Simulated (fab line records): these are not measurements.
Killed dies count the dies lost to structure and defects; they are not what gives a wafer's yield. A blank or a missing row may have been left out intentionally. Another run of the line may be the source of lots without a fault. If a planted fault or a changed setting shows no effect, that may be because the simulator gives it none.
Which tool did it? || flow sky130 || Sampling: 24 lots, 72 wafers, 5 of 708 route steps

WHAT THE GAUGES READ, wafer by wafer
SKY_VIA3_OVL_MEAS_13.
{"lot": "L074", "measured": "day 40 07:55", "on": "overlay-02", "VIA3_OVL (nm)": "1 1 2"}
{"lot": "L076", "measured": "day 40 12:52", "on": "overlay-01", "VIA3_OVL (nm)": "9 8 5"}
{"lot": "L075", "measured": "day 40 15:11", "on": "overlay-01", "VIA3_OVL (nm)": "-2 -2 3"}
{"lot": "L077", "measured": "day 40 18:13", "on": "overlay-01", "VIA3_OVL (nm)": "7 7 5"}
{"lot": "L078", "measured": "day 40 23:38", "on": "overlay-01", "VIA3_OVL (nm)": "0 3 -3"}
{"lot": "L079", "measured": "day 41 04:52", "on": "overlay-02", "VIA3_OVL (nm)": "4 -1 3"}
{"lot": "L081", "measured": "day 41 16:49", "on": "overlay-02", "VIA3_OVL (nm)": "-3 1 -4"}
{"lot": "L080", "measured": "day 41 23:02", "on": "overlay-01", "VIA3_OVL (nm)": "-3 -4 -4"}
{"lot": "L082", "measured": "day 41 23:46", "on": "overlay-01", "VIA3_OVL (nm)": "6 8 2"}
{"lot": "L083", "measured": "day 42 09:19", "on": "overlay-01", "VIA3_OVL (nm)": "-9 -2 -3"}
{"lot": "L084", "measured": "day 42 17:25", "on": "overlay-01", "VIA3_OVL (nm)": "11 7 7"}
{"lot": "L085", "measured": "day 43 02:19", "on": "overlay-01", "VIA3_OVL (nm)": "2 0 -2"}
{"lot": "L086", "measured": "day 43 04:13", "on": "overlay-02", "VIA3_OVL (nm)": "5 2 -4"}
{"lot": "L087", "measured": "day 43 08:32", "on": "overlay-02", "VIA3_OVL (nm)": "-2 1 4"}
{"lot": "L088", "measured": "day 43 14:04", "on": "overlay-01", "VIA3_OVL (nm)": "-1 -9 -6"}
{"lot": "L089", "measured": "day 43 20:16", "on": "overlay-02", "VIA3_OVL (nm)": "8 3 7"}
{"lot": "L090", "measured": "day 44 06:38", "on": "overlay-01", "VIA3_OVL (nm)": "4 5 6"}
{"lot": "L091", "measured": "day 44 07:10", "on": "overlay-02", "VIA3_OVL (nm)": "0 -2 -6"}
{"lot": "L092", "measured": "day 44 19:28", "on": "overlay-02", "VIA3_OVL (nm)": "13 13 8"}
{"lot": "L093", "measured": "day 44 21:20", "on": "overlay-01", "VIA3_OVL (nm)": "1 -4 -6"}
{"lot": "L094", "measured": "day 45 07:26", "on": "overlay-01", "VIA3_OVL (nm)": "8 9 10"}
{"lot": "L095", "measured": "day 45 12:37", "on": "overlay-02", "VIA3_OVL (nm)": "8 14 8"}
{"lot": "L096", "measured": "day 45 15:53", "on": "overlay-01", "VIA3_OVL (nm)": "6 6 5"}
{"lot": "L097", "measured": "day 45 21:21", "on": "overlay-01", "VIA3_OVL (nm)": "-1 2 1"}

SKY_CAP2M_OVL_MEAS_12.
{"lot": "L074", "measured": "day 41 09:56", "on": "overlay-02", "CAP2M_OVL (nm)": "0.6 1.4 2.1"}
{"lot": "L076", "measured": "day 41 14:55", "on": "overlay-01", "CAP2M_OVL (nm)": "-1.5 -2.4 -1.3"}
{"lot": "L075", "measured": "day 41 16:59", "on": "overlay-02", "CAP2M_OVL (nm)": "0.4 0.8 0.6"}
{"lot": "L077", "measured": "day 41 20:04", "on": "overlay-02", "CAP2M_OVL (nm)": "1.0 0.1 -0.4"}
{"lot": "L078", "measured": "day 42 01:22", "on": "overlay-02", "CAP2M_OVL (nm)": "0.4 0.4 0.4"}
{"lot": "L079", "measured": "day 42 06:46", "on": "overlay-02", "CAP2M_OVL (nm)": "0.3 0.7 0.9"}
{"lot": "L081", "measured": "day 42 18:31", "on": "overlay-01", "CAP2M_OVL (nm)": "-1.1 1.1 0.3"}
{"lot": "L080", "measured": "day 43 00:28", "on": "overlay-02", "CAP2M_OVL (nm)": "-1.3 -1.3 -1.3"}
{"lot": "L082", "measured": "day 43 00:59", "on": "overlay-01", "CAP2M_OVL (nm)": "-0.6 -1.6 -0.8"}
{"lot": "L083", "measured": "day 43 10:37", "on": "overlay-02", "CAP2M_OVL (nm)": "-0.2 0.9 1.2"}
{"lot": "L084", "measured": "day 43 18:47", "on": "overlay-02", "CAP2M_OVL (nm)": "1.3 0.2 0.8"}
{"lot": "L085", "measured": "day 44 02:10", "on": "overlay-01", "CAP2M_OVL (nm)": "-0.2 -0.3 0.0"}
{"lot": "L086", "measured": "day 44 03:52", "on": "overlay-02", "CAP2M_OVL (nm)": "1.3 0.8 0.1"}
{"lot": "L087", "measured": "day 44 08:43", "on": "overlay-02", "CAP2M_OVL (nm)": "-0.1 -0.9 -1.2"}
{"lot": "L088", "measured": "day 44 14:20", "on": "overlay-02", "CAP2M_OVL (nm)": "-0.6 -0.7 -0.1"}
{"lot": "L089", "measured": "day 44 20:22", "on": "overlay-01", "CAP2M_OVL (nm)": "-1.5 -1.3 -2.5"}
{"lot": "L090", "measured": "day 45 06:40", "on": "overlay-01", "CAP2M_OVL (nm)": "-0.3 -1.3 -0.3"}
{"lot": "L091", "measured": "day 45 06:58", "on": "overlay-02", "CAP2M_OVL (nm)": "-1.0 -1.7 -2.0"}
{"lot": "L092", "measured": "day 45 19:04", "on": "overlay-02", "CAP2M_OVL (nm)": "-0.9 -1.7 -0.4"}
{"lot": "L093", "measured": "day 45 20:46", "on": "overlay-02", "CAP2M_OVL (nm)": "-0.1 0.8 2.6"}
{"lot": "L094", "measured": "day 46 06:29", "on": "overlay-01", "CAP2M_OVL (nm)": "-1.6 -0.5 -2.2"}
{"lot": "L095", "measured": "day 46 11:08", "on": "overlay-01", "CAP2M_OVL (nm)": "-2.5 -0.8 -1.6"}
{"lot": "L096", "measured": "day 46 13:41", "on": "overlay-02", "CAP2M_OVL (nm)": "1.5 1.6 2.7"}
{"lot": "L097", "measured": "day 46 19:55", "on": "overlay-01", "CAP2M_OVL (nm)": "-1.0 -0.7 -1.8"}

SKY_VIA4_BOW_MEAS_03.
{"lot": "L074", "measured": "day 42 12:04", "on": "film_metro-02", "VIA4_BOW (um)": "68 83 75"}
{"lot": "L076", "measured": "day 42 17:04", "on": "film_metro-01", "VIA4_BOW (um)": "64 79 67"}
{"lot": "L075", "measured": "day 42 19:07", "on": "film_metro-02", "VIA4_BOW (um)": "71 70 69"}
{"lot": "L077", "measured": "day 42 22:07", "on": "film_metro-04", "VIA4_BOW (um)": "80 80 81"}
{"lot": "L078", "measured": "day 43 03:47", "on": "film_metro-04", "VIA4_BOW (um)": "76 84 86"}
{"lot": "L079", "measured": "day 43 08:35", "on": "film_metro-04", "VIA4_BOW (um)": "66 78 84"}
{"lot": "L081", "measured": "day 43 20:26", "on": "film_metro-04", "VIA4_BOW (um)": "71 78 82"}
{"lot": "L080", "measured": "day 44 01:25", "on": "film_metro-01", "VIA4_BOW (um)": "83 74 95"}
{"lot": "L082", "measured": "day 44 03:05", "on": "film_metro-01", "VIA4_BOW (um)": "60 76 73"}
{"lot": "L083", "measured": "day 44 11:55", "on": "film_metro-02", "VIA4_BOW (um)": "67 85 90"}
{"lot": "L084", "measured": "day 44 19:45", "on": "film_metro-02", "VIA4_BOW (um)": "83 82 78"}
{"lot": "L085", "measured": "day 45 03:08", "on": "film_metro-01", "VIA4_BOW (um)": "73 89 80"}
{"lot": "L086", "measured": "day 45 04:17", "on": "film_metro-01", "VIA4_BOW (um)": "78 89 74"}
{"lot": "L087", "measured": "day 45 09:36", "on": "film_metro-04", "VIA4_BOW (um)": "77 83 88"}
{"lot": "L088", "measured": "day 45 14:11", "on": "film_metro-01", "VIA4_BOW (um)": "93 98 82"}
{"lot": "L089", "measured": "day 45 20:24", "on": "film_metro-02", "VIA4_BOW (um)": "74 89 71"}
{"lot": "L090", "measured": "day 46 05:50", "on": "film_metro-04", "VIA4_BOW (um)": "77 83 90"}
{"lot": "L091", "measured": "day 46 06:44", "on": "film_metro-02", "VIA4_BOW (um)": "69 72 80"}
{"lot": "L092", "measured": "day 46 18:40", "on": "film_metro-01", "VIA4_BOW (um)": "81 80 88"}
{"lot": "L093", "measured": "day 46 20:46", "on": "film_metro-04", "VIA4_BOW (um)": "74 78 78"}
{"lot": "L094", "measured": "day 47 05:56", "on": "film_metro-01", "VIA4_BOW (um)": "85 65 83"}
{"lot": "L095", "measured": "day 47 10:12", "on": "film_metro-02", "VIA4_BOW (um)": "69 77 77"}
{"lot": "L096", "measured": "day 47 12:26", "on": "film_metro-01", "VIA4_BOW (um)": "79 73 77"}
{"lot": "L097", "measured": "day 47 17:52", "on": "film_metro-04", "VIA4_BOW (um)": "94 88 84"}

WHICH TOOL RAN EACH LOT (tool, then ch and the chambers of the sampled wafers, then the start)
{"lot": "L074", "SKY_METAL4_SPUTTER_00": "pvd_sputter-02, day 40 09:22", "SKY_VIA4_CMP_02": "cmp-02 ch 0,2, day 42 11:46"}
{"lot": "L076", "SKY_METAL4_SPUTTER_00": "pvd_sputter-01, day 40 14:16", "SKY_VIA4_CMP_02": "cmp-01 ch 0,1,2, day 42 16:46"}
{"lot": "L075", "SKY_METAL4_SPUTTER_00": "pvd_sputter-03, day 40 16:34", "SKY_VIA4_CMP_02": "cmp-02 ch 0,1,2, day 42 18:55"}
{"lot": "L077", "SKY_METAL4_SPUTTER_00": "pvd_sputter-02, day 40 19:35", "SKY_VIA4_CMP_02": "cmp-01 ch 0,1,3, day 42 21:53"}
{"lot": "L078", "SKY_METAL4_SPUTTER_00": "pvd_sputter-03, day 41 01:07", "SKY_VIA4_CMP_02": "cmp-02 ch 2,3, day 43 03:28"}
{"lot": "L079", "SKY_METAL4_SPUTTER_00": "pvd_sputter-03, day 41 06:14", "SKY_VIA4_CMP_02": "cmp-02 ch 0,3, day 43 08:14"}
{"lot": "L081", "SKY_METAL4_SPUTTER_00": "pvd_sputter-02, day 41 18:17", "SKY_VIA4_CMP_02": "cmp-02 ch 0,2, day 43 20:10"}
{"lot": "L080", "SKY_METAL4_SPUTTER_00": "pvd_sputter-02, day 42 00:25", "SKY_VIA4_CMP_02": "cmp-01 ch 0,2,3, day 44 01:10"}
{"lot": "L082", "SKY_METAL4_SPUTTER_00": "pvd_sputter-01, day 42 01:08", "SKY_VIA4_CMP_02": "cmp-02 ch 0,3, day 44 02:46"}
{"lot": "L083", "SKY_METAL4_SPUTTER_00": "pvd_sputter-02, day 42 10:43", "SKY_VIA4_CMP_02": "cmp-02 ch 0,2,3, day 44 11:37"}
{"lot": "L084", "SKY_METAL4_SPUTTER_00": "pvd_sputter-01, day 42 18:49", "SKY_VIA4_CMP_02": "cmp-02 ch 2,3, day 44 19:23"}
{"lot": "L085", "SKY_METAL4_SPUTTER_00": "pvd_sputter-02, day 43 03:46", "SKY_VIA4_CMP_02": "cmp-01 ch 1,2,3, day 45 02:53"}
{"lot": "L086", "SKY_METAL4_SPUTTER_00": "pvd_sputter-02, day 43 05:37", "SKY_VIA4_CMP_02": "cmp-01 ch 0,1,2, day 45 03:59"}
{"lot": "L087", "SKY_METAL4_SPUTTER_00": "pvd_sputter-03, day 43 09:58", "SKY_VIA4_CMP_02": "cmp-01 ch 0,1,3, day 45 09:16"}
{"lot": "L088", "SKY_METAL4_SPUTTER_00": "pvd_sputter-02, day 43 15:53", "SKY_VIA4_CMP_02": "cmp-02 ch 1,3, day 45 13:52"}
{"lot": "L089", "SKY_METAL4_SPUTTER_00": "pvd_sputter-03, day 43 21:45", "SKY_VIA4_CMP_02": "cmp-02 ch 1,2,3, day 45 20:05"}
{"lot": "L090", "SKY_METAL4_SPUTTER_00": "pvd_sputter-02, day 44 08:05", "SKY_VIA4_CMP_02": "cmp-01 ch 0,1,2, day 46 05:35"}
{"lot": "L091", "SKY_METAL4_SPUTTER_00": "pvd_sputter-01, day 44 08:35", "SKY_VIA4_CMP_02": "cmp-02 ch 0,2,3, day 46 06:34"}
{"lot": "L092", "SKY_METAL4_SPUTTER_00": "pvd_sputter-02, day 44 20:52", "SKY_VIA4_CMP_02": "cmp-01 ch 0,1, day 46 18:21"}
{"lot": "L093", "SKY_METAL4_SPUTTER_00": "pvd_sputter-02, day 44 22:43", "SKY_VIA4_CMP_02": "cmp-01 ch 2,3, day 46 20:27"}
{"lot": "L094", "SKY_METAL4_SPUTTER_00": "pvd_sputter-03, day 45 08:50", "SKY_VIA4_CMP_02": "cmp-02 ch 0,1,3, day 47 05:37"}
{"lot": "L095", "SKY_METAL4_SPUTTER_00": "pvd_sputter-03, day 45 14:01", "SKY_VIA4_CMP_02": "cmp-02 ch 1,2, day 47 09:53"}
{"lot": "L096", "SKY_METAL4_SPUTTER_00": "pvd_sputter-01, day 45 17:16", "SKY_VIA4_CMP_02": "cmp-02 ch 1,2,3, day 47 12:14"}
{"lot": "L097", "SKY_METAL4_SPUTTER_00": "pvd_sputter-03, day 45 22:47", "SKY_VIA4_CMP_02": "cmp-01 ch 1,2,3, day 47 17:34"}
- SKY_METAL4_SPUTTER_00: material Ti, target thk 15 nm, time 10 s.
- SKY_VIA4_CMP_02: polishes SiO2.

AS READ BY THE TOOLS THEMSELVES (means over the sampled wafers that have a number; for cases with no such wafer, the mark the record gives instead)
SKY_METAL4_SPUTTER_00.
{"lot": "L074", "tool": "pvd_sputter-02", "throttle_valve_pct (%)": 30.0}
{"lot": "L076", "tool": "pvd_sputter-01", "throttle_valve_pct (%)": 30.2}
{"lot": "L075", "tool": "pvd_sputter-03", "throttle_valve_pct (%)": 31.7}
{"lot": "L077", "tool": "pvd_sputter-02", "throttle_valve_pct (%)": 30.6}
{"lot": "L078", "tool": "pvd_sputter-03", "throttle_valve_pct (%)": 30.9}
{"lot": "L079", "tool": "pvd_sputter-03", "throttle_valve_pct (%)": 30.8}
{"lot": "L081", "tool": "pvd_sputter-02", "throttle_valve_pct (%)": 29.9}
{"lot": "L080", "tool": "pvd_sputter-02", "throttle_valve_pct (%)": 30.2}
{"lot": "L082", "tool": "pvd_sputter-01", "throttle_valve_pct (%)": 29.6}
{"lot": "L083", "tool": "pvd_sputter-02", "throttle_valve_pct (%)": 30.7}
{"lot": "L084", "tool": "pvd_sputter-01", "throttle_valve_pct (%)": 30.1}
{"lot": "L085", "tool": "pvd_sputter-02", "throttle_valve_pct (%)": 30.2}
{"lot": "L086", "tool": "pvd_sputter-02", "throttle_valve_pct (%)": 30.0}
{"lot": "L087", "tool": "pvd_sputter-03", "throttle_valve_pct (%)": 30.9}
{"lot": "L088", "tool": "pvd_sputter-02", "throttle_valve_pct (%)": 30.7}
{"lot": "L089", "tool": "pvd_sputter-03", "throttle_valve_pct (%)": 29.7}
{"lot": "L090", "tool": "pvd_sputter-02", "throttle_valve_pct (%)": 29.9}
{"lot": "L091", "tool": "pvd_sputter-01", "throttle_valve_pct (%)": 29.6}
{"lot": "L092", "tool": "pvd_sputter-02", "throttle_valve_pct (%)": 30.0}
{"lot": "L093", "tool": "pvd_sputter-02", "throttle_valve_pct (%)": 29.3}
{"lot": "L094", "tool": "pvd_sputter-03", "throttle_valve_pct (%)": 29.7}
{"lot": "L095", "tool": "pvd_sputter-03", "throttle_valve_pct (%)": 31.6}
{"lot": "L096", "tool": "pvd_sputter-01", "throttle_valve_pct (%)": 28.9}
{"lot": "L097", "tool": "pvd_sputter-03", "throttle_valve_pct (%)": 29.7}

SKY_VIA4_CMP_02.
{"lot": "L074", "tool": "cmp-02", "motor_current_A (A)": 11.8}
{"lot": "L076", "tool": "cmp-01", "motor_current_A (A)": 12.9}
{"lot": "L075", "tool": "cmp-02", "motor_current_A (A)": 12.0}
{"lot": "L077", "tool": "cmp-01", "motor_current_A (A)": 12.5}
{"lot": "L078", "tool": "cmp-02", "motor_current_A (A)": 11.6}
{"lot": "L079", "tool": "cmp-02", "motor_current_A (A)": 12.0}
{"lot": "L081", "tool": "cmp-02", "motor_current_A (A)": 11.8}
{"lot": "L080", "tool": "cmp-01", "motor_current_A (A)": 11.8}
{"lot": "L082", "tool": "cmp-02", "motor_current_A (A)": 11.9}
{"lot": "L083", "tool": "cmp-02", "motor_current_A (A)": 12.0}
{"lot": "L084", "tool": "cmp-02", "motor_current_A (A)": 12.1}
{"lot": "L085", "tool": "cmp-01", "motor_current_A (A)": 11.3}
{"lot": "L086", "tool": "cmp-01", "motor_current_A (A)": 13.1}
{"lot": "L087", "tool": "cmp-01", "motor_current_A (A)": 12.6}
{"lot": "L088", "tool": "cmp-02", "motor_current_A (A)": 12.5}
{"lot": "L089", "tool": "cmp-02", "motor_current_A (A)": 12.7}
{"lot": "L090", "tool": "cmp-01", "motor_current_A (A)": 12.4}
{"lot": "L091", "tool": "cmp-02", "motor_current_A (A)": 11.7}
{"lot": "L092", "tool": "cmp-01", "motor_current_A (A)": 14.2}
{"lot": "L093", "tool": "cmp-01", "motor_current_A (A)": 10.1}
{"lot": "L094", "tool": "cmp-02", "motor_current_A (A)": 12.5}
{"lot": "L095", "tool": "cmp-02", "motor_current_A (A)": 12.6}
{"lot": "L096", "tool": "cmp-02", "motor_current_A (A)": 12.5}
{"lot": "L097", "tool": "cmp-01", "motor_current_A (A)": 11.3}

THE ANSWER, worked out from the rows above alone
Rule: the lots themselves supply what counts as usual. Put in order of their means at a reading, lots are off if they are a third of the lots or fewer, leave a main group of 4 or more, and stand apart from it by a gap of 3 or more times the standard deviation of the main group's means; of several such gaps the widest counts. A main group is skipped when, at the precision printed for the reading in the tables above, its means are all equal. A lot without any number at a reading at which 4 lots or more have one is off too. The other lots that the step has rows for count as sound. Order of review: gauges by route order, followed by the tools' own readings, for which a lot's mean as printed above is used. At the first step where some lot is off, the reading lying furthest off is the one used; lots without a number count as furthest.
No lot is off at any reading shown: from this, nothing can be told.

WHAT THE SIMULATOR HAD INSERTED
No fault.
